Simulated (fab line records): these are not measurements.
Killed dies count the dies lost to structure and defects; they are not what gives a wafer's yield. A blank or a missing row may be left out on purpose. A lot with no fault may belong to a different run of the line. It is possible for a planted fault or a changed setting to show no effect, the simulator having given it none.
fab line records    flow sky130    part 1 of 2: steps 1 to 28 of 40
[record] lots = 5  wafers = 15  lastDay = 50
route steps=708 shown RES_PROTECT@210 POLY_GATE@213 LDD_N@237
lots that met no fault: taken from a fault-free run of the same line
startH: the number of hours between the record's first day and the start of the first shown wafer of the lot    waitH: how many hours have passed since the lot's step before this one    " same as the row above    L1.1+2: one row covering several wafers at once    - no value present, or no start provided    * or withheld: withheld    < > ~ a bound
route shown NAME@n: a module of which the file shows steps, and the number in the route of the first    usual: average and standard deviation across the fault-free wafers    same: alike in all rows    chamber/n: place in a boat    sites: readings site by site    _std_site: their standard deviation    _edge_site: mean of outer sites minus mean of inner sites    radiusMm: for every site, how far away it sits from the centre of the wafer    mask NAME#n: copy n    behind: the last tool/chamber to shape the wafer    hold: cause of the lot's hold/its duration in hours/its outcome    device: names the non-switching transistor (n, p or np)    end of line: tests run on the same wafers once the route is complete    a step given without rows: its recipe and nothing more    killed: at the first sort, the dies lost to defects and structure; wafer yield is something else    map: a wafer's dies, marking killed ones x, the rest . and places with no die _
set.NAME: the setting the step ran with; set.NAME@STEP: the setting that earlier step ran with    model.NAME: the simulator's own value behind a step, which no gauge read
lots seen at some steps along the route; tables by step, rows by wafer
services: when a tool's chamber went out of use (startH, in hours from the record's first day, below 0 if earlier), for how many hours, and the reason
[[steps]]
[step SKY_RES_PROTECT_EXPOSE_04]
[recipe] maskId = RPM  na = 0.6  sourceShape = conventional  sigmaOuter = 0.6  polarization = unpolarized  targetCdNm = 1270  doseMj = 131
lot.wafer   tool             chamber  startH  waitH  mask
L086.2+4+5  ilineStepper-02  0        -       -      RPM#0
L090.1+3+5  ilineStepper-01  0        -       -      RPM#0
L091.2+4+6  ilineStepper-02  0        -       -      RPM#0
L095.2+4+5  ilineStepper-01  0        -       -      RPM#0
L094.1+2+6  ilineStepper-02  0        -       -      RPM#0
[step SKY_RES_PROTECT_PEB_05]
[recipe] tempC = withheld  timeS = *  resist = NOVOLAK
[same] timeS = *
lot.wafer   tool           chamber  startH  waitH
L086.2+4+5  lithoTrack-04  0        -       -
L090.1+3+5  lithoTrack-02  0        -       -
L091.2+4+6  lithoTrack-04  0        -       -
L095.2+4+5  lithoTrack-04  0        -       -
L094.1+2+6  lithoTrack-04  0        -       -
[step SKY_RES_PROTECT_DEVELOP_06]
[recipe] resist = NOVOLAK  developer = TMAH  developTimeS = 60  devTempC = 23
lot.wafer   tool           chamber  startH  waitH
L086.2+4+5  lithoTrack-04  0        452.59  0.1
L090.1+3+5  lithoTrack-02  0        482.25  0.1
L091.2+4+6  lithoTrack-04  0        496.89  0.1
L095.2+4+5  lithoTrack-04  0        534.49  0.1
L094.1+2+6  lithoTrack-04  0        536.22  0.1
[step SKY_POLY_GATE_IMPLANT_02]
[recipe] species = P  energyKev = 30  doseCm2 = 7.7e+15  tiltDeg = 0
[usual] beamEnergyKeV = 29.999/0.0089
lot.wafer  tool          chamber  startH  waitH  beamEnergyKeV
L086.2     implanter-02  0        452.74  0.1    30.000
L086.4     "             0        "       "      29.983
L086.5     "             0        "       "      30.002
L090.1     implanter-02  0        482.40  0.1    29.991
L090.3     "             0        "       "      29.993
L090.5     "             0        "       "      29.994
L091.2     implanter-01  0        497.04  0.1    30.003
L091.4     "             0        "       "      30.011
L091.6     "             0        "       "      29.991
L095.2     implanter-01  0        534.64  0.1    29.989
L095.4     "             0        "       "      30.004
L095.5     "             0        "       "      29.995
L094.1     implanter-02  0        536.37  0.1    30.015
L094.2     "             0        "       "      30.000
L094.6     "             0        "       "      29.996
[step SKY_RES_PROTECT_STRIP_07]
[recipe] chemistry = O2/N2  powerW = 1400  pressureMtorr = 1500  platenTempC = withheld  o2FlowSccm = 3000  n2FlowSccm = 300  overashFraction = 0.5
[usual] drypumpMotorCurrentA = 5.7/0.37  oesProductAu = 0.518/0.0048  stripTimeToEndpointS = 23.30/0.053
lot.wafer  tool            chamber  startH  waitH  drypumpMotorCurrentA  oesProductAu  rfHoursCounterH  stripTimeToEndpointS
L086.2     plasmaAsher-02  0        452.87  0.1    5.1                   0.508         77               23.32
L086.4     "               1        "       "      6.1                   0.520         -                23.29
L086.5     "               0        "       "      5.1                   0.517         -                23.30
L090.1     plasmaAsher-02  1        482.55  0.1    6.2                   0.518         80               23.35
L090.3     "               1        "       "      6.2                   0.519         -                23.35
L090.5     "               1        "       "      6.2                   0.519         -                23.32
L091.2     plasmaAsher-03  0        497.17  0.1    6.1                   0.524         7                23.30
L091.4     "               0        "       "      6.1                   0.521         -                23.27
L091.6     "               0        "       "      6.1                   0.508         -                23.31
L095.2     plasmaAsher-02  0        534.77  0.1    5.1                   0.515         85               23.33
L095.4     "               1        "       "      6.2                   0.523         -                23.31
L095.5     "               1        "       "      6.2                   0.523         -                23.34
L094.1     plasmaAsher-02  0        536.52  0.1    5.1                   0.513         85               23.23
L094.2     "               1        "       "      6.2                   0.525         85               23.21
L094.6     "               0        "       "      5.1                   0.524         -                23.17
[step SKY_RES_PROTECT_TW_MEAS_08]
[usual] POLY_GATE_TW = 4002/34
lot.wafer  tool          chamber  startH  waitH  POLY_GATE_TW
L086.2     filmMetro-01  -        452.98  0.1    4069
L086.4     "             -        "       "      4061
L086.5     "             -        "       "      4083
L090.1     filmMetro-03  -        482.65  0.1    3999
L090.3     "             -        "       "      4016
L090.5     "             -        "       "      3995
L091.2     filmMetro-04  -        497.28  0.1    3947
L091.4     "             -        "       "      3947
L091.6     "             -        "       "      3960
L095.2     filmMetro-04  -        534.88  0.1    3958
L095.4     "             -        "       "      3960
L095.5     "             -        "       "      3964
L094.1     filmMetro-01  -        536.62  0.1    4038
L094.2     "             -        "       "      4006
L094.6     "             -        "       "      4025
[step SKY_RES_PROTECT_CLEAN_09]
[recipe] chemistry = SC1/SC2  mix = 1:4:20  tempC = 70  timeS = 150  dry = n2Spin
[same] timeS = 150
lot.wafer   tool         chamber  startH  waitH
L086.2+4+5  wetBench-04  2        453.03  0.0
L090.1+3+5  wetBench-02  1        482.71  0.1
L091.2+4+6  wetBench-02  3        497.33  0.0
L095.2+4+5  wetBench-03  1        534.93  0.0
L094.1+2+6  wetBench-03  2        536.68  0.1
[step SKY_POLY_GATE_CVD_03]
[recipe] material = Si3N4  precursor = DCS/NH3  targetThkNm = 75  tempC = 770  timeS = 1290  pressureMtorr = 250
[usual] susceptorTempC = 770.0/0.3
[same] timeS = 1290
lot.wafer  tool      chamber  startH  waitH  susceptorTempC
L086.2     lpcvd-02  0        453.08  0.0    770.2
L086.4     "         0        "       "      770.1
L086.5     "         0        "       "      770.7
L090.1     lpcvd-02  1        483.85  1.1    770.2
L090.3     "         1        "       "      770.0
L090.5     "         1        "       "      769.6
L091.2     lpcvd-02  1        497.38  0.0    770.3
L091.4     "         1        "       "      770.0
L091.6     "         1        "       "      769.8
L095.2     lpcvd-02  0        534.98  0.0    770.2
L095.4     "         0        "       "      770.4
L095.5     "         0        "       "      769.9
L094.1     lpcvd-02  1        536.73  0.0    770.1
L094.2     "         1        "       "      769.9
L094.6     "         1        "       "      769.7
[step SKY_POLY_GATE_THK_MEAS_04]
[recipe] reads = Si3N4_of_POLY_GATE_CVD_03
[usual] POLY_GATE_CVD_03_THK = 74.8/0.71
lot.wafer  tool          chamber  startH  waitH  POLY_GATE_CVD_03_THK[nm]
L086.2     filmMetro-04  -        454.45  0.0    75.2
L086.4     "             -        "       "      74.9
L086.5     "             -        "       "      74.7
L090.1     filmMetro-04  -        485.21  0.0    73.9
L090.3     "             -        "       "      74.5
L090.5     "             -        "       "      74.7
L091.2     filmMetro-04  -        498.75  0.0    74.4
L091.4     "             -        "       "      74.7
L091.6     "             -        "       "      74.6
L095.2     filmMetro-02  -        536.35  0.0    75.5
L095.4     "             -        "       "      75.1
L095.5     "             -        "       "      76.2
L094.1     filmMetro-03  -        538.09  0.0    74.9
L094.2     "             -        "       "      75.2
L094.6     "             -        "       "      74.4
[step SKY_POLY_GATE_DEHYDRATE_05]
[recipe] tempC = 200  timeS = 60
[same] timeS = 60
lot.wafer   tool           chamber  startH  waitH
L086.2+4+5  lithoTrack-02  0        469.57  15.1
L090.1+3+5  lithoTrack-04  0        500.82  15.6
L091.2+4+6  lithoTrack-04  0        512.79  14.0
L095.2+4+5  lithoTrack-02  0        550.82  14.5
L094.1+2+6  lithoTrack-02  0        552.55  14.5
[step SKY_POLY_GATE_HMDS_06]
[recipe] primeTimeS = 60  primeTempC = 120
lot.wafer   tool           chamber  startH  waitH
L086.2+4+5  lithoTrack-02  0        469.72  0.1
L090.1+3+5  lithoTrack-04  0        500.97  0.1
L091.2+4+6  lithoTrack-04  0        512.94  0.1
L095.2+4+5  lithoTrack-02  0        550.97  0.1
L094.1+2+6  lithoTrack-02  0        552.70  0.1
[step SKY_POLY_GATE_COAT_07]
[recipe] resist = BARC  tempC = withheld  timeS = withheld  spinRpm = 3000  resistThkNm = 110
[usual] spinSpeedRpm = 2999.8/2.2
lot.wafer  tool           chamber  startH  waitH  spinSpeedRpm
L086.2     lithoTrack-02  0        469.87  0.1    2997.4
L086.4     "              0        "       "      2999.6
L086.5     "              0        "       "      2999.2
L090.1     lithoTrack-04  0        501.12  0.1    2997.7
L090.3     "              0        "       "      2997.7
L090.5     "              0        "       "      3001.8
L091.2     lithoTrack-04  0        513.09  0.1    3002.1
L091.4     "              0        "       "      3001.1
L091.6     "              0        "       "      3002.4
L095.2     lithoTrack-02  0        551.12  0.1    3002.8
L095.4     "              0        "       "      3003.7
L095.5     "              0        "       "      2996.5
L094.1     lithoTrack-02  0        552.85  0.1    2999.7
L094.2     "              0        "       "      2999.9
L094.6     "              0        "       "      3000.4
[step SKY_POLY_GATE_COAT_08]
[recipe] resist = KrF-thick  spinRpm = 3000  resistThkNm = 450
[usual] spinSpeedRpm = 3000.3/2.1
lot.wafer  tool           chamber  startH  waitH  spinSpeedRpm
L086.2     lithoTrack-02  0        -       -      2999.2
L086.4     "              0        "       "      3000.0
L086.5     "              0        "       "      3003.5
L090.1     lithoTrack-04  0        -       -      3000.4
L090.3     "              0        "       "      3001.7
L090.5     "              0        "       "      2997.9
L091.2     lithoTrack-04  0        -       -      3000.7
L091.4     "              0        "       "      3000.3
L091.6     "              0        "       "      2999.1
L095.2     lithoTrack-02  0        -       -      2998.7
L095.4     "              0        "       "      2998.8
L095.5     "              0        "       "      3000.5
L094.1     lithoTrack-02  0        -       -      2997.0
L094.2     "              0        "       "      3001.2
L094.6     "              0        "       "      2997.2
[step SKY_POLY_GATE_SOFTBAKE_09]
[recipe] tempC = 100  timeS = 90  resist = KrF-thick
[same] timeS = 90
lot.wafer   tool           chamber  startH  waitH
L086.2+4+5  lithoTrack-02  0        -       -
L090.1+3+5  lithoTrack-04  0        -       -
L091.2+4+6  lithoTrack-04  0        -       -
L095.2+4+5  lithoTrack-02  0        -       -
L094.1+2+6  lithoTrack-02  0        -       -
[step SKY_POLY_GATE_EXPOSE_10]
[recipe] maskId = P1M  na = 0.68  sourceShape = conventional  sigmaOuter = 0.6  targetCdNm = 150  doseMj = 28
lot.wafer   tool           chamber  startH  waitH  mask
L086.2+4+5  krfScanner-01  0        -       -      P1M#0
L090.1+3+5  krfScanner-02  0        -       -      P1M#0
L091.2+4+6  krfScanner-02  0        -       -      P1M#0
L095.2+4+5  krfScanner-01  0        -       -      P1M#0
L094.1+2+6  krfScanner-02  0        -       -      P1M#0
[step SKY_POLY_GATE_PEB_11]
[recipe] pebTempC = withheld  pebTimeS = withheld  resist = KrF-thick
lot.wafer   tool           chamber  startH  waitH
L086.2+4+5  lithoTrack-01  0        -       -
L090.1+3+5  lithoTrack-02  0        -       -
L091.2+4+6  lithoTrack-01  0        -       -
L095.2+4+5  lithoTrack-01  0        -       -
L094.1+2+6  lithoTrack-01  0        -       -
[step SKY_POLY_GATE_DEVELOP_12]
[recipe] developTimeS = 60  resist = KrF-thick  devTempC = 21
lot.wafer   tool           chamber  startH  waitH
L086.2+4+5  lithoTrack-01  0        -       -
L090.1+3+5  lithoTrack-02  0        -       -
L091.2+4+6  lithoTrack-01  0        -       -
L095.2+4+5  lithoTrack-01  0        -       -
L094.1+2+6  lithoTrack-01  0        -       -
[step SKY_POLY_GATE_CD_MEAS_13]
[recipe] targetCdNm = 150
[usual] cdNm = 149.5/1.1
lot.wafer  tool      chamber  startH  waitH  cdNm
L086.2     cdSem-02  -        486.01  -      150.1
L086.4     "         -        "       "      151.4
L086.5     "         -        "       "      150.8
L090.1     cdSem-01  -        516.35  -      148.3
L090.3     "         -        "       "      148.8
L090.5     "         -        "       "      149.1
L091.2     cdSem-02  -        529.36  -      148.5
L091.4     "         -        "       "      148.4
L091.6     "         -        "       "      147.6
L095.2     cdSem-02  -        567.16  -      146.8
L095.4     "         -        "       "      148.5
L095.5     "         -        "       "      148.4
L094.1     cdSem-01  -        568.79  -      149.3
L094.2     "         -        "       "      150.8
L094.6     "         -        "       "      150.7
[step SKY_POLY_GATE_OVL_MEAS_14]
[usual] POLY_GATE_OVL = 3/5.1
lot.wafer  tool        chamber  startH  waitH  POLY_GATE_OVL[nm]
L086.2     overlay-02  -        486.12  0.1    -1
L086.4     "           -        "       "      0
L086.5     "           -        "       "      3
L090.1     overlay-02  -        516.47  0.1    6
L090.3     "           -        "       "      6
L090.5     "           -        "       "      5
L091.2     overlay-02  -        529.47  0.1    0
L091.4     "           -        "       "      0
L091.6     "           -        "       "      2
L095.2     overlay-01  -        567.27  0.1    -3
L095.4     "           -        "       "      -4
L095.5     "           -        "       "      5
L094.1     overlay-01  -        568.91  0.1    16
L094.2     "           -        "       "      14
L094.6     "           -        "       "      13
[step SKY_POLY_GATE_ETCH_15]
[recipe] chemistry = N2/H2  target = BARC  ionEnergyEv = 200  sourceW = 500  biasW = 100  pressureMtorr = 30  n2FlowSccm = 100  h2FlowSccm = 200  stopOn = SiO2  timeS = 118.5  targetDepthA = 1100
[usual] drypumpMotorCurrentA = 5.8/0.46  oesProductAu = 0.716/0.0044  throttleValvePct = 13.214/0.0094
[same] timeS = 118.5
lot.wafer  tool        chamber  startH  waitH  drypumpMotorCurrentA  oesProductAu  rfHoursCounterH  throttleValvePct
L086.2     rieDiel-03  0        486.15  0.0    5.7                   0.716         30               13.206
L086.4     "           1        "       "      6.6                   0.717         10               13.215
L086.5     "           2        "       "      6.2                   0.723         -                13.206
L090.1     rieDiel-01  0        516.50  0.0    6.1                   0.720         3                13.208
L090.3     "           1        "       "      6.2                   0.718         6                13.206
L090.5     "           1        "       "      6.2                   0.717         -                13.209
L091.2     rieDiel-04  3        529.50  0.0    5.5                   0.719         73               13.210
L091.4     "           2        "       "      5.6                   0.717         3                13.201
L091.6     "           0        "       "      5.3                   0.712         -                13.217
L095.2     rieDiel-03  1        567.30  0.0    6.6                   0.722         11               13.199
L095.4     "           3        "       "      5.3                   0.718         -                13.219
L095.5     "           0        "       "      5.8                   0.714         -                13.215
L094.1     rieDiel-04  2        568.95  0.0    5.7                   0.718         4                13.207
L094.2     "           3        "       "      5.6                   0.717         74               13.212
L094.6     "           2        "       "      5.7                   0.719         -                13.226
[step SKY_POLY_GATE_ETCH_16]
[recipe] stopOn = poly-Si  chemistry = CH3F/O2  target = Si3N4  sourceW = 400  biasW = 80  pressureMtorr = 25  ch3fFlowSccm = 40  O2_flow_sccm = 30  timeS = 147.5  targetDepthA = 750
[usual] drypumpMotorCurrentA = 5.8/0.45  oesProductAu = 0.640/0.005  throttleValvePct = 10.536/0.0084
[same] timeS = 147.5
lot.wafer  tool        chamber  startH  waitH  drypumpMotorCurrentA  oesProductAu  rfHoursCounterH  throttleValvePct
L086.2     rieDiel-03  0        486.23  0.0    5.7                   0.638         30               10.541
L086.4     "           1        "       "      6.6                   0.634         10               10.537
L086.5     "           2        "       "      6.2                   0.640         -                10.526
L090.1     rieDiel-01  0        516.59  0.0    6.1                   0.636         3                10.548
L090.3     "           1        "       "      6.2                   0.639         6                10.538
L090.5     "           1        "       "      6.2                   0.642         -                10.545
L091.2     rieDiel-04  3        529.58  0.0    5.5                   0.634         73               10.531
L091.4     "           2        "       "      5.6                   0.638         3                10.535
L091.6     "           0        "       "      5.3                   0.643         -                10.537
L095.2     rieDiel-03  1        567.38  0.0    6.6                   0.644         11               10.531
L095.4     "           3        "       "      5.2                   0.639         -                10.546
L095.5     "           0        "       "      5.7                   0.649         -                10.526
L094.1     rieDiel-04  2        569.03  0.0    5.6                   0.641         4                10.536
L094.2     "           3        "       "      5.6                   0.642         74               10.526
L094.6     "           2        "       "      5.6                   0.634         -                10.546
[step SKY_POLY_GATE_ETCH_17]
[recipe] targetDepthNm = 180  stopOn = SiO2  overEtchFrac = 0.56667  chemistry = HBr/Cl2  target = poly-Si  icpW = 400  biasW = 100  pressureMtorr = 10  HBr_flow_sccm = 150  Cl2_flow_sccm = 50  timeS = 70.5
[usual] HBr_flow_sccm = 150.0/0.43  drypumpMotorCurrentA = 5.7/0.45  oesProductAu = 0.985/0.0091  throttleValvePct = 33.684/0.0083
[same] timeS = 70.5
lot.wafer  tool      chamber  startH  waitH  HBr_flow_sccm  drypumpMotorCurrentA  oesProductAu  rfHoursCounterH  throttleValvePct
L086.2     rieSi-02  0        486.33  0.0    149.4          5.0                   0.996         47               33.678
L086.4     "         2        "       "      149.7          5.7                   0.989         4                33.672
L086.5     "         0        "       "      149.3          5.0                   0.993         -                33.697
L090.1     rieSi-01  0        516.69  0.0    150.8          6.1                   0.987         8                33.680
L090.3     "         2        "       "      149.7          5.9                   0.983         7                33.693
L090.5     "         0        "       "      149.6          6.1                   0.994         -                33.685
L091.2     rieSi-02  2        529.68  0.0    149.6          5.7                   0.983         4                33.695
L091.4     "         0        "       "      150.0          5.0                   0.992         47               33.682
L091.6     "         1        "       "      150.2          6.0                   0.972         -                33.683
L095.2     rieSi-01  0        567.48  0.0    150.2          6.1                   1.001         8                33.679
L095.4     "         3        "       "      150.4          4.8                   0.989         3                33.698
L095.5     "         0        "       "      149.4          6.1                   0.992         -                33.691
L094.1     rieSi-02  2        569.13  0.0    150.3          5.7                   0.975         4                33.692
L094.2     "         1        "       "      150.2          6.0                   0.966         3                33.677
L094.6     "         1        "       "      150.1          6.0                   0.965         -                33.668
[step SKY_POLY_GATE_STRIP_18]
[recipe] chemistry = O2/N2  powerW = 1400  pressureMtorr = 1500  platenTempC = withheld  o2FlowSccm = 3000  n2FlowSccm = 300  overashFraction = 0.5
[usual] drypumpMotorCurrentA = 5.6/0.46  oesProductAu = 0.361/0.0054  stripTimeToEndpointS = 3.17/0.062
lot.wafer  tool            chamber  startH  waitH  drypumpMotorCurrentA  oesProductAu  rfHoursCounterH  stripTimeToEndpointS
L086.2     plasmaAsher-01  0        486.38  0.0    6.0                   0.364         35               3.26
L086.4     "               0        "       "      6.0                   0.362         -                3.19
L086.5     "               1        "       "      5.5                   0.358         -                3.12
L090.1     plasmaAsher-02  0        516.74  0.0    5.1                   0.366         83               3.20
L090.3     "               1        "       "      6.1                   0.358         -                3.09
L090.5     "               0        "       "      5.1                   0.358         -                3.10
L091.2     plasmaAsher-02  1        529.73  0.0    6.2                   0.362         84               3.14
L091.4     "               1        "       "      6.2                   0.360         -                3.07
L091.6     "               1        "       "      6.2                   0.367         -                3.29
L095.2     plasmaAsher-02  0        567.53  0.0    5.1                   0.362         88               3.11
L095.4     "               1        "       "      6.1                   0.368         -                3.15
L095.5     "               1        "       "      6.2                   0.363         -                3.23
L094.1     plasmaAsher-02  0        569.18  0.0    5.1                   0.360         88               3.07
L094.2     "               1        "       "      6.2                   0.361         88               3.21
L094.6     "               1        "       "      6.2                   0.353         -                3.11
[step SKY_POLY_GATE_CLEAN_19]
[recipe] chemistry = SC1/SC2  mix = 1:4:20  tempC = 70  timeS = 150  dry = n2Spin
[same] timeS = 150
lot.wafer   tool         chamber  startH  waitH
L086.2+4+5  wetBench-02  2        486.48  0.1
L090.1+3+5  wetBench-02  3        516.84  0.1
L091.2+4+6  wetBench-02  1        529.83  0.1
L095.2+4+5  wetBench-02  2        567.63  0.1
L094.1+2+6  wetBench-01  2        569.28  0.1
[step SKY_POLY_GATE_OXIDATION_20]
[recipe] tempC = 850  ambient = O2  stabiliseS = 600  purgeS = 300  targetThkA = 40  oxTimeS = 899
[usual] oxTempCMax = 853.9/1  tubeCenterTempC = 849.99/0.083
lot.wafer  tool        chamber  startH  waitH  oxTempCMax  tubeCenterTempC
L086.2     furnace-02  0        486.53  0.0    852.2       850.09
L086.4     "           0        "       "      853.0       849.88
L086.5     "           0        "       "      853.3       850.17
L090.1     furnace-02  0        516.89  0.0    852.9       849.89
L090.3     "           0        "       "      853.5       850.1
L090.5     "           0        "       "      852.6       850.04
L091.2     furnace-01  0        529.89  0.0    854.1       850.02
L091.4     "           0        "       "      854.5       850.05
L091.6     "           0        "       "      854.2       850.07
L095.2     furnace-01  0        567.69  0.0    853.8       849.95
L095.4     "           0        "       "      855.1       850.08
L095.5     "           0        "       "      853.3       850.03
L094.1     furnace-01  0        569.33  0.0    855.9       850.04
L094.2     "           0        "       "      854.9       850.13
L094.6     "           0        "       "      854.4       849.97
[step SKY_POLY_GATE_THK_MEAS_21]
[recipe] reads = SiO2_of_POLY_GATE_OXIDATION_20
[usual] POLY_GATE_OXIDATION_THK = 4.04/0.054
lot.wafer  tool          chamber  startH  waitH  POLY_GATE_OXIDATION_THK[nm]
L086.2     filmMetro-03  -        487.79  0.0    4.02
L086.4     "             -        "       "      4.10
L086.5     "             -        "       "      3.97
L090.1     filmMetro-03  -        518.14  0.0    4.11
L090.3     "             -        "       "      4.01
L090.5     "             -        "       "      4.07
L091.2     filmMetro-04  -        531.15  0.0    4.06
L091.4     "             -        "       "      4.14
L091.6     "             -        "       "      4.08
L095.2     filmMetro-03  -        568.95  0.0    4.10
L095.4     "             -        "       "      4.04
L095.5     "             -        "       "      4.04
L094.1     filmMetro-03  -        570.58  0.0    4.04
L094.2     "             -        "       "      3.95
L094.6     "             -        "       "      4.06
[step SKY_POLY_GATE_CD_MEAS_22]
[usual] cdNm = 150.2/2.3
lot.wafer  tool      chamber  startH  waitH  cdNm
L086.2     cdSem-02  -        487.87  0.1    153.4
L086.4     "         -        "       "      151.9
L086.5     "         -        "       "      151.8
L090.1     cdSem-02  -        518.20  0.1    151.2
L090.3     "         -        "       "      153.1
L090.5     "         -        "       "      149.5
L091.2     cdSem-02  -        531.23  0.1    147.6
L091.4     "         -        "       "      151.6
L091.6     "         -        "       "      143.5
L095.2     cdSem-02  -        569.03  0.1    148.8
L095.4     "         -        "       "      150.8
L095.5     "         -        "       "      147.8
L094.1     cdSem-01  -        570.64  0.1    153.1
L094.2     "         -        "       "      149.4
L094.6     "         -        "       "      154.9
[step SKY_LDD_N_DEHYDRATE_00]
[recipe] tempC = 200  timeS = 60
[same] timeS = 60
lot.wafer   tool           chamber  startH  waitH
L086.2+4+5  lithoTrack-03  0        503.05  15.1
L090.1+3+5  lithoTrack-03  0        533.52  15.3
L091.2+4+6  lithoTrack-03  0        545.35  14.1
L095.2+4+5  lithoTrack-03  0        583.85  14.8
L094.1+2+6  lithoTrack-04  0        585.22  14.5
